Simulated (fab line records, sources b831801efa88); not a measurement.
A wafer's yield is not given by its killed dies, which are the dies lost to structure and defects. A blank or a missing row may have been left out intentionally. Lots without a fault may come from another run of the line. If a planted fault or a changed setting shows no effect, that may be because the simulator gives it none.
fab line records	flow sky130	part 1 of 2: steps 1 to 32 of 42
record lots=5	wafers=15	lastDay=51
route steps=708 shown DNWELL@41 PWDE@45 NWELL@56
lots that met no fault: from a run of the same line without faults
startH: hours from the record's opening day to when the first of the lot's shown wafers began	waitH: how many hours have passed since the lot's step before this one	" unchanged from the row above	L1.1+2: a single row standing in for several wafers	- value missing, or start not given	* or withheld: withheld	< > ~ a bound
route shown NAME@n: names a module that has steps shown in the file, with the first one's number in the route	usual: mean/standard deviation taken from wafers without a fault	same: alike in all rows	chamber/n: place in a boat	sites: each site's reading	_std_site: the values' standard deviation	_edge_site: mean of outer sites minus mean of inner sites	radiusMm: for every site, how far away it sits from the centre of the wafer	mask NAME#n: copy n	behind: the last tool/chamber to shape the wafer	hold: why the lot went on hold/how many hours it stayed there/how the hold came to an end	device: which transistor (n, p or np) failed to switch	end of line: the route-end tests of the same wafers	step lacking rows: just its recipe	killed: dies lost to structure and defects at the first sort, not the wafer's yield	map: the dies of a wafer, with x for killed, . for not killed, _ for no die there
set.NAME: the setting as run; set.NAME@STEP: as run at that earlier step	model.NAME: the simulator's own value behind a step, which no gauge read
lots seen at some steps along the route; tables by step, rows by wafer
services: a tool's chamber out of use, with start hour (startH, from the record's first day; less than 0 if before it), hours out, and reason
## steps
# step SKY_DNWELL_DEVELOP_06
# recipe wallAngleDeg=90	developer=TMAH	developTimeS=60	devTempC=23
lot.wafer	tool	chamber	startH	waitH
L074.2+4+5	lithoTrack-03	0	-	-
L077.4+5+6	lithoTrack-02	0	-	-
L078.1+3+4	lithoTrack-03	0	-	-
L094.3+4+5	lithoTrack-03	0	-	-
L097.1+2+3	lithoTrack-01	0	-	-
# step SKY_DNWELL_IMPLANT_07
# recipe species=P	energyKev=withheld	doseCm2=withheld	tiltDeg=withheld
lot.wafer	tool	chamber	startH	waitH
L074.2+4+5	implanter-03	0	53.49	-
L077.4+5+6	implanter-01	0	67.80	-
L078.1+3+4	implanter-03	0	74.66	-
L094.3+4+5	implanter-04	0	171.71	-
L097.1+2+3	implanter-04	0	183.01	-
# step SKY_DNWELL_STRIP_08
# recipe chemistry=O2/N2	powerW=1400	pressureMtorr=1500	platenTempC=withheld	o2FlowSccm=3000	n2FlowSccm=300	overashFraction=0.5
# usual drypumpMotorCurrentA=5.2/0.41	oesProductAu=0.722/0.0047	stripTimeToEndpointS=36.95/0.089
lot.wafer	tool	chamber	startH	waitH	drypumpMotorCurrentA	oesProductAu	rfHoursCounterH	stripTimeToEndpointS
L074.2	plasmaAsher-01	0	53.61	0.1	5.9	0.728	36	36.91
L074.4	"	0	"	"	5.9	0.734	-	36.89
L074.5	"	1	"	"	4.6	0.725	-	36.85
L077.4	plasmaAsher-01	1	67.90	0.1	4.7	0.716	-	36.96
L077.5	"	1	"	"	4.6	0.715	-	36.86
L077.6	"	0	"	"	5.9	0.726	-	36.80
L078.1	plasmaAsher-03	1	74.81	0.1	5.2	0.714	38	36.98
L078.3	"	0	"	"	5.4	0.718	-	36.80
L078.4	"	1	"	"	5.2	0.721	-	36.89
L094.3	plasmaAsher-03	0	171.85	0.1	5.4	0.719	-	37.02
L094.4	"	1	"	"	5.2	0.722	-	36.82
L094.5	"	1	"	"	5.2	0.723	-	36.89
L097.1	plasmaAsher-03	1	183.16	0.1	5.2	0.718	49	37.01
L097.2	"	0	"	"	5.4	0.726	49	36.96
L097.3	"	0	"	"	5.4	0.722	-	36.95
# step SKY_DNWELL_TW_MEAS_09
# usual DNWELL_TW=1116/7.8
lot.wafer	tool	chamber	startH	waitH	DNWELL_TW
L074.2	filmMetro-03	-	53.72	0.1	1128
L074.4	"	-	"	"	1136
L074.5	"	-	"	"	1125
L077.4	filmMetro-01	-	68.00	0.1	1099
L077.5	"	-	"	"	1100
L077.6	"	-	"	"	1096
L078.1	filmMetro-01	-	74.91	0.1	1105
L078.3	"	-	"	"	1107
L078.4	"	-	"	"	1110
L094.3	filmMetro-04	-	171.93	0.1	1108
L094.4	"	-	"	"	1107
L094.5	"	-	"	"	1106
L097.1	filmMetro-01	-	183.26	0.1	1126
L097.2	"	-	"	"	1125
L097.3	"	-	"	"	1118
# step SKY_PWDE_DEHYDRATE_00
# recipe tempC=200	timeS=60
lot.wafer	tool	chamber	startH	waitH
L074.2+4+5	lithoTrack-04	0	61.19	7.5
L077.4+5+6	lithoTrack-04	0	75.29	7.3
L078.1+3+4	lithoTrack-04	0	82.37	7.4
L094.3+4+5	lithoTrack-03	0	181.11	9.2
L097.1+2+3	lithoTrack-03	0	193.31	10.0
# step SKY_PWDE_HMDS_01
# recipe primeTimeS=60	primeTempC=120
lot.wafer	tool	chamber	startH	waitH
L074.2+4+5	lithoTrack-04	0	61.34	0.1
L077.4+5+6	lithoTrack-04	0	75.44	0.1
L078.1+3+4	lithoTrack-04	0	82.52	0.1
L094.3+4+5	lithoTrack-03	0	181.26	0.1
L097.1+2+3	lithoTrack-03	0	193.46	0.1
# step SKY_PWDE_COAT_02
# recipe spinRpm=2000	resistThkNm=3000
lot.wafer	tool	chamber	startH	waitH
L074.2+4+5	lithoTrack-04	0	61.49	0.1
L077.4+5+6	lithoTrack-04	0	75.59	0.1
L078.1+3+4	lithoTrack-04	0	82.67	0.1
L094.3+4+5	lithoTrack-03	0	181.41	0.1
L097.1+2+3	lithoTrack-03	0	193.61	0.1
# step SKY_PWDE_SOFTBAKE_03
# recipe tempC=110	timeS=withheld
lot.wafer	tool	chamber	startH	waitH
L074.2+4+5	lithoTrack-04	0	61.65	0.1
L077.4+5+6	lithoTrack-04	0	75.77	0.1
L078.1+3+4	lithoTrack-04	0	82.82	0.1
L094.3+4+5	lithoTrack-03	0	181.58	0.1
L097.1+2+3	lithoTrack-03	0	193.76	0.1
# step SKY_PWDE_EXPOSE_04
# recipe maskId=PWDEM	na=0.6	sourceShape=conventional	sigmaOuter=0.6	polarization=unpolarized	targetCdNm=840	doseMj=214
# usual focusOffsetNm=0.1/0.5
lot.wafer	tool	chamber	startH	waitH	mask	focusOffsetNm
L074.2	ilineStepper-01	0	-	-	PWDEM#0	-0.5
L074.4	"	0	"	"	PWDEM#0	0.9
L074.5	"	0	"	"	PWDEM#0	1.0
L077.4	ilineStepper-01	0	-	-	PWDEM#0	-0.1
L077.5	"	0	"	"	PWDEM#0	0.2
L077.6	"	0	"	"	PWDEM#0	0.2
L078.1	ilineStepper-01	0	-	-	PWDEM#0	0.6
L078.3	"	0	"	"	PWDEM#0	0.8
L078.4	"	0	"	"	PWDEM#0	1.2
L094.3	ilineStepper-02	0	-	-	PWDEM#0	0.2
L094.4	"	0	"	"	PWDEM#0	0.0
L094.5	"	0	"	"	PWDEM#0	-0.7
L097.1	ilineStepper-02	0	-	-	PWDEM#0	0.4
L097.2	"	0	"	"	PWDEM#0	-0.4
L097.3	"	0	"	"	PWDEM#0	-0.1
# step SKY_PWDE_PEB_05
# recipe tempC=115	timeS=withheld
lot.wafer	tool	chamber	startH	waitH
L074.2+4+5	lithoTrack-02	0	-	-
L077.4+5+6	lithoTrack-03	0	-	-
L078.1+3+4	lithoTrack-03	0	-	-
L094.3+4+5	lithoTrack-02	0	-	-
L097.1+2+3	lithoTrack-03	0	-	-
# step SKY_PWDE_DEVELOP_06
# recipe wallAngleDeg=90	developer=TMAH	developTimeS=60	devTempC=23
lot.wafer	tool	chamber	startH	waitH
L074.2+4+5	lithoTrack-02	0	-	-
L077.4+5+6	lithoTrack-03	0	-	-
L078.1+3+4	lithoTrack-03	0	-	-
L094.3+4+5	lithoTrack-02	0	-	-
L097.1+2+3	lithoTrack-03	0	-	-
# step SKY_PWDE_OVL_MEAS_07
# usual PWDE_OVL=-0.8/1.2
lot.wafer	tool	chamber	startH	waitH	PWDE_OVL[nm]
L074.2	overlay-01	-	69.28	-	-3.2
L074.4	"	-	"	"	-2.5
L074.5	"	-	"	"	-1.2
L077.4	overlay-02	-	83.43	-	-2.4
L077.5	"	-	"	"	-1.3
L077.6	"	-	"	"	-2.5
L078.1	overlay-02	-	90.81	-	-0.5
L078.3	"	-	"	"	0.2
L078.4	"	-	"	"	-0.1
L094.3	overlay-01	-	192.13	-	-0.3
L094.4	"	-	"	"	-0.6
L094.5	"	-	"	"	-1.3
L097.1	overlay-01	-	204.51	-	0.3
L097.2	"	-	"	"	-0.4
L097.3	"	-	"	"	-0.7
# step SKY_PWDE_IMPLANT_08
# recipe species=B	energyKev=150	doseCm2=3.6e+12	tiltDeg=withheld
# usual doseIonsCm2=3.6e+12/3.7e+09	faradayCurrentUA=20.3/0.4
lot.wafer	tool	chamber	startH	waitH	doseIonsCm2	faradayCurrentUA
L074.2	implanter-01	0	69.33	0.0	3.597e+12	21.3
L074.4	"	0	"	"	3.6e+12	19.6
L074.5	"	0	"	"	3.605e+12	19.8
L077.4	implanter-04	0	83.52	0.1	3.602e+12	20.1
L077.5	"	0	"	"	3.599e+12	20.8
L077.6	"	0	"	"	3.599e+12	20.3
L078.1	implanter-01	0	90.85	0.0	3.596e+12	20.9
L078.3	"	0	"	"	3.595e+12	20.4
L078.4	"	0	"	"	3.599e+12	20.4
L094.3	implanter-02	0	192.21	0.1	3.596e+12	20.3
L094.4	"	0	"	"	3.596e+12	19.4
L094.5	"	0	"	"	3.602e+12	20.0
L097.1	implanter-04	0	204.55	0.0	3.6e+12	20.5
L097.2	"	0	"	"	3.602e+12	20.6
L097.3	"	0	"	"	3.602e+12	20.2
# step SKY_PWDE_STRIP_09
# recipe chemistry=O2/N2	powerW=1400	pressureMtorr=1500	platenTempC=withheld	o2FlowSccm=3000	n2FlowSccm=300	overashFraction=0.5
# usual drypumpMotorCurrentA=5.3/0.48	oesProductAu=0.723/0.0043	stripTimeToEndpointS=36.91/0.093
lot.wafer	tool	chamber	startH	waitH	drypumpMotorCurrentA	oesProductAu	rfHoursCounterH	stripTimeToEndpointS
L074.2	plasmaAsher-01	0	69.46	0.1	5.9	0.717	37	37.05
L074.4	"	1	"	"	4.6	0.722	-	37.09
L074.5	"	0	"	"	5.9	0.724	-	36.98
L077.4	plasmaAsher-01	1	83.63	0.1	4.6	0.722	-	36.88
L077.5	"	1	"	"	4.6	0.720	-	36.82
L077.6	"	0	"	"	5.9	0.720	-	36.81
L078.1	plasmaAsher-01	0	91.00	0.1	5.9	0.726	40	36.80
L078.3	"	0	"	"	5.9	0.723	-	36.95
L078.4	"	1	"	"	4.6	0.718	-	36.85
L094.3	plasmaAsher-02	1	192.34	0.1	5.4	0.727	-	36.95
L094.4	"	0	"	"	5.1	0.718	-	36.99
L094.5	"	1	"	"	5.4	0.722	-	36.87
L097.1	plasmaAsher-01	1	204.70	0.1	4.6	0.728	8	37.00
L097.2	"	0	"	"	5.9	0.726	8	37.00
L097.3	"	0	"	"	5.9	0.723	-	37.01
# step SKY_PWDE_TW_MEAS_10
# usual PWDE_TW=374.6/2.8
lot.wafer	tool	chamber	startH	waitH	PWDE_TW
L074.2	filmMetro-03	-	69.57	0.1	377.7
L074.4	"	-	"	"	378.2
L074.5	"	-	"	"	376.8
L077.4	filmMetro-03	-	83.73	0.1	376.4
L077.5	"	-	"	"	378.1
L077.6	"	-	"	"	375.4
L078.1	filmMetro-03	-	91.10	0.1	378.6
L078.3	"	-	"	"	377.4
L078.4	"	-	"	"	374.3
L094.3	filmMetro-01	-	192.43	0.1	374.6
L094.4	"	-	"	"	372.0
L094.5	"	-	"	"	371.9
L097.1	filmMetro-01	-	204.80	0.1	371.0
L097.2	"	-	"	"	372.4
L097.3	"	-	"	"	373.5
# step SKY_NWELL_DEHYDRATE_03
# recipe tempC=200	timeS=60
lot.wafer	tool	chamber	startH	waitH
L074.2+4+5	lithoTrack-04	0	77.34	7.8
L077.4+5+6	lithoTrack-03	0	91.24	7.5
L078.1+3+4	lithoTrack-04	0	98.87	7.8
L094.3+4+5	lithoTrack-01	0	203.16	10.7
L097.1+2+3	lithoTrack-04	0	215.22	10.4
# step SKY_NWELL_HMDS_04
# recipe primeTimeS=60	primeTempC=120
lot.wafer	tool	chamber	startH	waitH
L074.2+4+5	lithoTrack-04	0	77.49	0.1
L077.4+5+6	lithoTrack-03	0	91.39	0.1
L078.1+3+4	lithoTrack-04	0	99.02	0.1
L094.3+4+5	lithoTrack-01	0	203.31	0.1
L097.1+2+3	lithoTrack-04	0	215.37	0.1
# step SKY_NWELL_COAT_05
# recipe spinRpm=2000	resistThkNm=3000
lot.wafer	tool	chamber	startH	waitH
L074.2+4+5	lithoTrack-04	0	77.64	0.1
L077.4+5+6	lithoTrack-03	0	91.54	0.1
L078.1+3+4	lithoTrack-04	0	99.17	0.1
L094.3+4+5	lithoTrack-01	0	203.46	0.1
L097.1+2+3	lithoTrack-04	0	215.52	0.1
# step SKY_NWELL_SOFTBAKE_06
# recipe tempC=110	timeS=withheld
lot.wafer	tool	chamber	startH	waitH
L074.2+4+5	lithoTrack-04	0	77.80	0.1
L077.4+5+6	lithoTrack-03	0	91.71	0.1
L078.1+3+4	lithoTrack-04	0	99.32	0.1
L094.3+4+5	lithoTrack-01	0	203.63	0.1
L097.1+2+3	lithoTrack-04	0	215.67	0.1
# step SKY_NWELL_EXPOSE_07
# recipe maskId=NWM	na=0.6	sourceShape=conventional	sigmaOuter=0.6	polarization=unpolarized	targetCdNm=840	doseMj=255
# usual focusOffsetNm=0.1/0.56
lot.wafer	tool	chamber	startH	waitH	mask	focusOffsetNm
L074.2	ilineStepper-02	0	-	-	NWM#0	-0.8
L074.4	"	0	"	"	NWM#0	-0.5
L074.5	"	0	"	"	NWM#0	-0.5
L077.4	ilineStepper-01	0	-	-	NWM#0	0.5
L077.5	"	0	"	"	NWM#0	1.0
L077.6	"	0	"	"	NWM#0	0.1
L078.1	ilineStepper-01	0	-	-	NWM#0	-0.6
L078.3	"	0	"	"	NWM#0	-1.2
L078.4	"	0	"	"	NWM#0	-0.8
L094.3	ilineStepper-01	0	-	-	NWM#0	-0.2
L094.4	"	0	"	"	NWM#0	0.2
L094.5	"	0	"	"	NWM#0	-0.9
L097.1	ilineStepper-01	0	-	-	NWM#0	0.2
L097.2	"	0	"	"	NWM#0	0.3
L097.3	"	0	"	"	NWM#0	0.1
# step SKY_NWELL_PEB_08
# recipe tempC=115	timeS=withheld
lot.wafer	tool	chamber	startH	waitH
L074.2+4+5	lithoTrack-01	0	-	-
L077.4+5+6	lithoTrack-03	0	-	-
L078.1+3+4	lithoTrack-04	0	-	-
L094.3+4+5	lithoTrack-03	0	-	-
L097.1+2+3	lithoTrack-01	0	-	-
# step SKY_NWELL_DEVELOP_09
# recipe wallAngleDeg=90	developer=TMAH	developTimeS=60	devTempC=23
lot.wafer	tool	chamber	startH	waitH
L074.2+4+5	lithoTrack-01	0	-	-
L077.4+5+6	lithoTrack-03	0	-	-
L078.1+3+4	lithoTrack-04	0	-	-
L094.3+4+5	lithoTrack-03	0	-	-
L097.1+2+3	lithoTrack-01	0	-	-
# step SKY_NWELL_OVL_MEAS_10
# usual NWELL_00_OVL=1.7/1.5
lot.wafer	tool	chamber	startH	waitH	NWELL_00_OVL[nm]
L074.2	overlay-01	-	85.47	-	0.9
L074.4	"	-	"	"	0.8
L074.5	"	-	"	"	0.4
L077.4	overlay-02	-	100.23	-	0.4
L077.5	"	-	"	"	3.7
L077.6	"	-	"	"	2.4
L078.1	overlay-01	-	107.97	-	0.8
L078.3	"	-	"	"	1.4
L078.4	"	-	"	"	-0.1
L094.3	overlay-01	-	214.47	-	1.0
L094.4	"	-	"	"	1.2
L094.5	"	-	"	"	0.2
L097.1	overlay-01	-	227.16	-	3.4
L097.2	"	-	"	"	3.1
L097.3	"	-	"	"	1.7
# step SKY_NWELL_IMPLANT_11
# recipe species=P	energyKev=400	doseCm2=1.9e+13	tiltDeg=withheld
# usual doseIonsCm2=1.9002e+13/2.1e+10	faradayCurrentUA=107.2/2.4
lot.wafer	tool	chamber	startH	waitH	doseIonsCm2	faradayCurrentUA
L074.2	implanter-03	0	85.52	0.0	1.906e+13	107.1
L074.4	"	0	"	"	1.8994e+13	107.0
L074.5	"	0	"	"	1.8963e+13	103.5
L077.4	implanter-03	0	100.32	0.1	1.8978e+13	108.8
L077.5	"	0	"	"	1.8962e+13	108.8
L077.6	"	0	"	"	1.896e+13	105.5
L078.1	implanter-02	0	108.00	0.0	1.9025e+13	108.6
L078.3	"	0	"	"	1.9007e+13	112.4
L078.4	"	0	"	"	1.8992e+13	110.3
L094.3	implanter-03	0	214.55	0.1	1.8985e+13	107.6
L094.4	"	0	"	"	1.901e+13	104.9
L094.5	"	0	"	"	1.8994e+13	103.7
L097.1	implanter-04	0	227.20	0.0	1.9013e+13	106.0
L097.2	"	0	"	"	1.898e+13	110.3
L097.3	"	0	"	"	1.9004e+13	107.3
# step SKY_NWELL_IMPLANT_12
# recipe species=P	energyKev=120	doseCm2=1.3e+12	tiltDeg=withheld
# usual doseIonsCm2=1.3001e+12/1.4e+09	faradayCurrentUA=7.33/0.15
lot.wafer	tool	chamber	startH	waitH	doseIonsCm2	faradayCurrentUA
L074.2	implanter-03	0	85.67	0.1	1.3006e+12	7.48
L074.4	"	0	"	"	1.3025e+12	7.31
L074.5	"	0	"	"	1.301e+12	7.25
L077.4	implanter-03	0	100.47	0.1	1.2994e+12	7.25
L077.5	"	0	"	"	1.2993e+12	7.43
L077.6	"	0	"	"	1.2989e+12	7.26
L078.1	implanter-02	0	108.15	0.1	1.2985e+12	7.54
L078.3	"	0	"	"	1.3002e+12	7.33
L078.4	"	0	"	"	1.299e+12	7.26
L094.3	implanter-03	0	214.70	0.1	1.2999e+12	7.23
L094.4	"	0	"	"	1.3002e+12	7.33
L094.5	"	0	"	"	1.3017e+12	7.18
L097.1	implanter-04	0	227.35	0.1	1.3001e+12	7.50
L097.2	"	0	"	"	1.3004e+12	7.53
L097.3	"	0	"	"	1.3025e+12	7.30
# step SKY_NWELL_IMPLANT_13
# recipe species=P	energyKev=50	doseCm2=7e+11	tiltDeg=withheld
# usual doseIonsCm2=6.999e+11/8.3e+08	faradayCurrentUA=3.95/0.078
lot.wafer	tool	chamber	startH	waitH	doseIonsCm2	faradayCurrentUA
L074.2	implanter-03	0	85.82	0.1	7.01e+11	3.92
L074.4	"	0	"	"	7.004e+11	3.92
L074.5	"	0	"	"	7.014e+11	4.03
L077.4	implanter-03	0	100.62	0.1	6.986e+11	4.04
L077.5	"	0	"	"	6.986e+11	3.94
L077.6	"	0	"	"	7.001e+11	3.84
L078.1	implanter-02	0	108.30	0.1	6.997e+11	4.00
L078.3	"	0	"	"	7.003e+11	3.93
L078.4	"	0	"	"	6.994e+11	3.98
L094.3	implanter-03	0	214.85	0.1	6.996e+11	3.94
L094.4	"	0	"	"	6.99e+11	3.87
L094.5	"	0	"	"	6.998e+11	4.11
L097.1	implanter-04	0	227.50	0.1	6.996e+11	3.88
L097.2	"	0	"	"	7.004e+11	4.03
L097.3	"	0	"	"	6.996e+11	3.85
# step SKY_NWELL_STRIP_14
# recipe chemistry=O2/N2	powerW=1400	pressureMtorr=1500	platenTempC=withheld	o2FlowSccm=3000	n2FlowSccm=300	overashFraction=0.5
# usual drypumpMotorCurrentA=5.2/0.44	oesProductAu=0.722/0.0047	stripTimeToEndpointS=36.93/0.096
lot.wafer	tool	chamber	startH	waitH	drypumpMotorCurrentA	oesProductAu	rfHoursCounterH	stripTimeToEndpointS
L074.2	plasmaAsher-02	1	85.95	0.1	5.4	0.718	28	36.92
L074.4	"	1	"	"	5.4	0.723	-	36.96
L074.5	"	1	"	"	5.4	0.729	-	36.82
L077.4	plasmaAsher-01	1	100.73	0.1	4.6	0.719	-	37.13
L077.5	"	0	"	"	5.9	0.723	-	37.15
L077.6	"	1	"	"	4.6	0.723	-	37.10
L078.1	plasmaAsher-01	1	108.45	0.1	4.6	0.725	41	36.78
L078.3	"	1	"	"	4.7	0.728	-	36.86
L078.4	"	0	"	"	5.9	0.722	-	36.87
L094.3	plasmaAsher-01	0	214.98	0.1	5.9	0.715	-	36.78
L094.4	"	1	"	"	4.7	0.721	-	36.93
L094.5	"	0	"	"	5.9	0.725	-	36.82
L097.1	plasmaAsher-01	0	227.65	0.1	5.9	0.718	11	36.88
L097.2	"	1	"	"	4.6	0.721	11	36.96
L097.3	"	0	"	"	5.9	0.722	-	36.87
# step SKY_NWELL_TW_MEAS_15
# usual NWELL_TW=1827/13
lot.wafer	tool	chamber	startH	waitH	NWELL_TW
L074.2	filmMetro-01	-	86.06	0.1	1811
L074.4	"	-	"	"	1802
L074.5	"	-	"	"	1801
L077.4	filmMetro-04	-	100.83	0.1	1817
L077.5	"	-	"	"	1820
L077.6	"	-	"	"	1814
L078.1	filmMetro-03	-	108.55	0.1	1836
L078.3	"	-	"	"	1838
L078.4	"	-	"	"	1842
L094.3	filmMetro-03	-	215.10	0.1	1826
L094.4	"	-	"	"	1832
L094.5	"	-	"	"	1831
L097.1	filmMetro-03	-	227.75	0.1	1843
L097.2	"	-	"	"	1833
L097.3	"	-	"	"	1832
# step SKY_NWELL_DEHYDRATE_16
# recipe tempC=200	timeS=60
lot.wafer	tool	chamber	startH	waitH
L074.2+4+5	lithoTrack-04	0	93.84	7.8
L077.4+5+6	lithoTrack-04	0	108.99	8.2
L078.1+3+4	lithoTrack-01	0	116.41	7.8
L094.3+4+5	lithoTrack-01	0	225.86	10.7
L097.1+2+3	lithoTrack-04	0	238.42	10.7
# step SKY_NWELL_HMDS_17
# recipe primeTimeS=60	primeTempC=120
lot.wafer	tool	chamber	startH	waitH
L074.2+4+5	lithoTrack-04	0	93.99	0.1
L077.4+5+6	lithoTrack-04	0	109.14	0.1
L078.1+3+4	lithoTrack-01	0	116.56	0.1
L094.3+4+5	lithoTrack-01	0	226.01	0.1
L097.1+2+3	lithoTrack-04	0	238.57	0.1
# step SKY_NWELL_COAT_18
# recipe spinRpm=2000	resistThkNm=3000
lot.wafer	tool	chamber	startH	waitH
L074.2+4+5	lithoTrack-04	0	94.14	0.1
L077.4+5+6	lithoTrack-04	0	109.29	0.1
L078.1+3+4	lithoTrack-01	0	116.71	0.1
L094.3+4+5	lithoTrack-01	0	226.16	0.1
L097.1+2+3	lithoTrack-04	0	238.72	0.1
# step SKY_NWELL_SOFTBAKE_19
# recipe tempC=110	timeS=withheld
lot.wafer	tool	chamber	startH	waitH
L074.2+4+5	lithoTrack-04	0	94.30	0.1
L077.4+5+6	lithoTrack-04	0	109.47	0.1
L078.1+3+4	lithoTrack-01	0	116.86	0.1
L094.3+4+5	lithoTrack-01	0	226.33	0.1
L097.1+2+3	lithoTrack-04	0	238.87	0.1
